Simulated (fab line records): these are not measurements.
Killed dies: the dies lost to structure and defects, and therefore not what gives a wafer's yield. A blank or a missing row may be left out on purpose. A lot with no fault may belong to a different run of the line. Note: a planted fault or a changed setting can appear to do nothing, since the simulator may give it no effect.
Matching of chambers ; flow sfqLine ; SFQ_TRILAYER_C5_ETCH_VIA_ETCH_154 on rieDiel-03 has 4 sister chambers
The step etches SiO2 in CHF3, stops on Nb, target depth 84 nm. 16 wafers are shown with their chamber, then 8 later ones without.

## WAFERS WITH THEIR CHAMBER
wafer;chamber;drypumpMotorCurrentA (A);rfFwdPowerW (W);oesProductAu (a.u.)
L876.2;0;6.1;494.4;0.892
L876.4;3;6.3;496.3;0.886
L876.5;3;6.3;495.3;0.896
L880.2;3;6.4;492.2;0.896
L880.3;1;6.2;493.1;0.907
L880.4;0;6.1;495.0;0.904
L882.1;0;6.1;494.7;0.889
L882.2;2;5.8;496.1;0.893
L882.6;2;5.8;497.2;0.886
L884.1;3;6.4;494.8;0.884
L884.3;0;6.1;496.9;0.895
L884.4;1;6.2;489.2;0.900
L890.2;0;6.1;495.5;0.901
L890.4;2;5.8;497.4;0.905
L890.5;1;6.2;490.4;0.891
L894.2;2;5.8;498.0;0.894

SIGNATURES (averages over the wafers above)
reading;chamber 0;chamber 1;chamber 2;chamber 3;scatter within a chamber
drypumpMotorCurrentA;6.100;6.200;5.800;6.350;0.0289
rfFwdPowerW;495.300;490.900;497.175;494.650;1.38
oesProductAu;0.89620;0.89933;0.89450;0.89050;0.00702
Rule: a wafer lies at a distance from a chamber equal to the root of the sum of squares, over the readings, of (its reading less the chamber's mean, divided by the reading's scatter). If the next closest chamber is less than 2 further off than the closest, the wafer can't be placed; otherwise it belongs to the closest. The scatter is the square root of a quotient: the sum, over the shown wafers, of each reading's squared deviation from its chamber's mean, divided by wafers minus chambers.

## WAFERS MISSING THEIR CHAMBER
wafer;drypumpMotorCurrentA (A);rfFwdPowerW (W);oesProductAu (a.u.)
L894.3;6.3;496.0;0.899
L894.4;6.2;493.8;0.909
L895.2;6.3;494.6;0.885
L895.5;6.3;494.3;0.909
L895.6;5.9;498.1;0.916
L896.1;5.8;497.1;0.886
L896.3;6.2;493.5;0.900
L896.4;6.1;497.7;0.912

## CHAMBER TAKEN BY EACH
wafer;from the rows above;in truth
L894.3;3;3
L894.4;can't be placed: 1 or 0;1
L895.2;3;3
L895.5;can't be placed: 3 or 1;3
L895.6;2;2
L896.1;2;2
L896.3;can't be placed: 1 or 0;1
L896.4;0;0
Placed correctly: 5 of 8. Can't be placed from these rows: 3 (the true chamber is among the candidates in 3). Number placed wrongly: 0.
